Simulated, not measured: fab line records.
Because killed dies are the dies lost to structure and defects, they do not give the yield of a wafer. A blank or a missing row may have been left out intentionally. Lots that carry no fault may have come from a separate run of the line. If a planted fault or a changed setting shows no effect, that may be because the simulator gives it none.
Problem report in the 8D (eight disciplines) form, filled by code :: flow sky130 :: the parts of the form that need people (team, actions taken, sign-off) are left out

1. THE PROBLEM
Across 6 wafers from 2 lots, LDD_LDN_TW at SKY_LDD_LDN_TW_MEAS_13 averages 1389, while fault-free wafers read 1485 with a standard deviation of 12. That puts it -8.0 standard deviations away from the usual mean.
First observed at day 25 22:47: wafer L744.2, on film-metro-02. Wafers with a number at this step in the record: 39, from 13 lots. By rule, "out" or "out of limits" means more than 4 standard deviations away from the usual mean. Any other wafer with a number is counted as sound.

2. WHAT IT IS, AND WHAT IT ISN'T
question: which readings at this step
is: LDD_LDN_TW
is not: -

question: which lots
is: L744, L745
is not: L738, L740, L741, L742, L743, L754, L755, L756, L757, L759, L760

question: which wafers of those lots
is: all that have a number
is not: -

question: read on which gauges
is: film-metro-02
is not: film-metro-01, film-metro-04

question: when
is: from day 25 22:47
is not: up to then (15 sound wafers); but 18 sound wafers of L754, L755, L756, L757, L759, L760 came after

3. THE SUSPECTS, EACH WITH WHAT RULES IT OUT
Counting: a tool stays on the suspect list if, at a process step up to the reading, it processed all lots that are out and no sound lot following the first of them.
- the gauge at SKY_LDD_LDN_TW_MEAS_13 is ruled out. All the wafers that are out were read on film-metro-02, but those of them that SKY_LDD_LDN_IMPLANT_08 has rows for are out there too, on other tools.
- implanter-02 at SKY_LDD_LDN_IMPLANT_08: ruled out as a lasting fault. Following L744 (day 25 22:05), the first lot on it that is out, the sound lots L756, L757, L759, L760 were run on it.
Left after counting: nothing in the record.

4. THE CAUSE (what the simulator had put in)
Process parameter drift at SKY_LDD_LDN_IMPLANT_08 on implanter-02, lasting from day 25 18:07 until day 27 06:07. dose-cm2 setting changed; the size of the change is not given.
The count ruled it out by mistake, since the rule takes a fault to strike every lot its tool runs from the start of the fault on, and this one did not do so.

5. SEQUENCE OF EFFECTS, ordered by route
One row per reading whose mean, taken over the struck wafers that have a number, lies over 3 standard deviations from the usual. Only readings whose record carries a usual standard deviation are examined. hours: median over the lots of the time between each lot's start at the first step of this table that gives one and its start at this step. sigmas: the change, counted in usual standard deviations.
hours: 0
step: SKY_LDD_LDN_IMPLANT_08
reading: dose-ions-cm2
usual: 1.2498e+13
on struck wafers: 2.4748e+12
change: -1.0023e+13
sigmas: -99 or more

hours: 0
step: SKY_LDD_LDN_IMPLANT_08
reading: faraday-current-uA
usual: 70.5
on struck wafers: 14.0
change: -56.5
sigmas: -38

hours: 1
step: SKY_LDD_LDN_TW_MEAS_13
reading: LDD_LDN_TW
usual: 1485
on struck wafers: 1389
change: -96
sigmas: -8.0
Here are the process steps it includes:
- SKY_LDD_LDN_IMPLANT_08
At these later measuring or inspecting steps, every struck wafer for which the step has a row has a number for every such reading, and none has moved that far: SKY_SPACER_THK_MEAS_01, SKY_SD_N_OVL_MEAS_08.

6. HOW IT WOULD HAVE BEEN CAUGHT EARLIER
5 hours passed between the start of the fault at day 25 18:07 and the first reading out of limits at a measuring or inspecting step in this record, taken at day 25 22:47.
At SKY_LDD_LDN_IMPLANT_08, the tool's own readings (dose-ions-cm2, faraday-current-uA) were out on each struck wafer the step has a row for, so an alarm limit on them would have fired on the first such wafer.
